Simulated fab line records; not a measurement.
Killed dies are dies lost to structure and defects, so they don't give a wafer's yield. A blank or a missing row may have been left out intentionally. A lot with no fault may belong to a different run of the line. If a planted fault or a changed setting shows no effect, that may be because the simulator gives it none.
Which tool was responsible? -- flow sky130 -- 12 lots, 36 wafers sampled, at 5 steps of a route of 708

WHAT THE GAUGES SHOWED, per wafer
SKY_CAP2M_RS_MEAS_03: uses a four-point probe to measure.
lot,measured,on,CAP2M_TIN_RS (ohm/sq)
L367,day 40 09:47,filmMetro-03,7.06 6.98 7.03
L368,day 40 13:42,filmMetro-01,6.97 7.05 7.03
L369,day 40 16:05,filmMetro-03,6.83 6.90 6.91
L370,day 40 20:14,filmMetro-03,6.82 6.83 7.01
L371,day 41 07:47,filmMetro-03,6.87 6.91 7.00
L377,day 43 04:02,filmMetro-03,6.91 7.01 6.98
L378,day 43 09:58,filmMetro-01,6.92 6.93 7.00
L380,day 43 23:44,filmMetro-01,7.03 6.98 6.95
L381,day 44 00:53,filmMetro-01,7.08 7.02 7.03
L385,day 44 23:02,filmMetro-01,6.98 6.97 6.94
L390,day 46 12:04,filmMetro-02,6.98 6.91 7.01
L389,day 46 17:04,filmMetro-03,7.03 6.97 6.91

SKY_CAP2M_OVL_MEAS_12.
lot,measured,on,CAP2M_OVL (nm)
L367,day 41 09:35,overlay-01,1.5 2.0 2.3
L368,day 41 14:15,overlay-01,3.2 1.6 3.0
L369,day 41 15:38,overlay-02,0.7 1.4 0.3
L370,day 41 20:05,overlay-01,1.6 3.1 0.6
L371,day 42 08:19,overlay-01,-1.5 -1.2 -0.5
L377,day 44 02:05,overlay-01,2.7 3.8 2.8
L378,day 44 08:27,overlay-01,-1.4 -1.0 -0.3
L380,day 44 19:45,overlay-02,1.2 -0.6 -1.2
L381,day 44 21:44,overlay-02,-0.7 -0.6 -0.2
L385,day 45 21:12,overlay-02,-1.6 -0.8 -0.8
L390,day 47 08:23,overlay-01,0.9 1.2 2.0
L389,day 47 13:14,overlay-01,1.6 3.6 0.2

SKY_VIA4_THK_MEAS_01.
lot,measured,on,VIA4_HDPCVD_THK (nm)
L367,day 42 11:23,filmMetro-02,1718 1727 1736
L368,day 42 16:10,filmMetro-02,1757 1747 1740
L369,day 42 17:37,filmMetro-01,1787 1750 1756
L370,day 42 21:32,filmMetro-04,1748 1769 1786
L371,day 43 09:25,filmMetro-04,1734 1756 1744
L377,day 45 03:08,filmMetro-01,554 518 530
L378,day 45 08:16,filmMetro-02,494 510 493
L380,day 45 20:15,filmMetro-02,1756 1748 1746
L381,day 45 21:29,filmMetro-02,1732 1744 1772
L385,day 46 20:22,filmMetro-02,1762 1749 1738
L390,day 48 06:58,filmMetro-02,1730 1774 1751
L389,day 48 10:44,filmMetro-04,1688 1706 1722

SKY_VIA4_BOW_MEAS_03.
lot,measured,on,VIA4_BOW (um)
L367,day 42 11:45,filmMetro-01,64 86 77
L368,day 42 16:32,filmMetro-04,95 97 92
L369,day 42 17:58,filmMetro-02,67 64 64
L370,day 42 21:53,filmMetro-02,79 77 77
L371,day 43 09:47,filmMetro-02,71 57 72
L377,day 45 03:59,filmMetro-02,69 74 66
L378,day 45 08:59,filmMetro-02,84 86 87
L380,day 45 20:37,filmMetro-01,85 95 90
L381,day 45 21:52,filmMetro-01,79 73 78
L385,day 46 20:43,filmMetro-02,81 67 79
L390,day 48 07:20,filmMetro-01,71 78 80
L389,day 48 11:08,filmMetro-02,70 66 69

WHAT TOOL EACH LOT RAN ON (gives the tool, then ch and the chambers of the sampled wafers, and finally the start)
lot,SKY_VIA4_HDPCVD_00
L367,"hdpcvd-01 ch 1,2, day 42 11:13"
L368,"hdpcvd-01 ch 0,1,2, day 42 15:58"
L369,"hdpcvd-02 ch 0,1,2, day 42 17:26"
L370,"hdpcvd-02 ch 0,1, day 42 21:21"
L371,"hdpcvd-02 ch 1,2, day 43 09:14"
L377,"hdpcvd-01 ch 0,2, day 45 02:52"
L378,"hdpcvd-01 ch 0,2, day 45 08:04"
L380,"hdpcvd-02 ch 1,2, day 45 20:04"
L381,"hdpcvd-02 ch 0,2, day 45 21:18"
L385,"hdpcvd-02 ch 0,1,2, day 46 20:11"
L390,"hdpcvd-02 ch 0,1,2, day 48 06:47"
L389,"hdpcvd-01 ch 0,1,2, day 48 10:37"
- SKY_VIA4_HDPCVD_00: deposits SiO2, target thk 1750 nm, time 291.7 s.

AS READ BY THE TOOLS THEMSELVES (means over the sampled wafers that have a number; for cases with no such wafer, the mark the record gives instead)
SKY_VIA4_HDPCVD_00.
lot,tool,sih4FlowSccm (sccm)
L367,hdpcvd-01,59.94
L368,hdpcvd-01,59.95
L369,hdpcvd-02,59.94
L370,hdpcvd-02,59.86
L371,hdpcvd-02,60.00
L377,hdpcvd-01,59.89
L378,hdpcvd-01,60.07
L380,hdpcvd-02,59.88
L381,hdpcvd-02,60.13
L385,hdpcvd-02,60.01
L390,hdpcvd-02,60.06
L389,hdpcvd-01,60.01

THE ANSWER, worked out from the rows above alone
Rule: the usual values come from the lots themselves. Put in order of their means at a reading, lots are off if they are a third of the lots or fewer, leave a main group of 4 or more, and stand apart from it by a gap of 3 or more times the standard deviation of the main group's means; of several such gaps the widest counts. A main group is skipped when, at the precision printed for the reading in the tables above, its means are all equal. Also off: a lot with no number at a reading for which 4 or more lots have one. All remaining lots with rows at the step are treated as sound. The gauges are gone through in route order, then the tools' own readings, and for those a lot's mean is taken as printed above. The first step at which some lot is off is used, and at that step the reading that is off furthest; a lot without a number counts as furthest.
Off: L377, L378, at SKY_VIA4_THK_MEAS_01 (VIA4_HDPCVD_THK). Main group: mean 1746 nm, sd 17.
If a tool, at a process step before that reading, ran all the lots that are off and no sound lot after the first of them, it fits. The gauges at SKY_VIA4_THK_MEAS_01 are tried like those tools. Not one of the candidates tried fits.

WHAT HAD BEEN PUT IN BY THE SIMULATOR
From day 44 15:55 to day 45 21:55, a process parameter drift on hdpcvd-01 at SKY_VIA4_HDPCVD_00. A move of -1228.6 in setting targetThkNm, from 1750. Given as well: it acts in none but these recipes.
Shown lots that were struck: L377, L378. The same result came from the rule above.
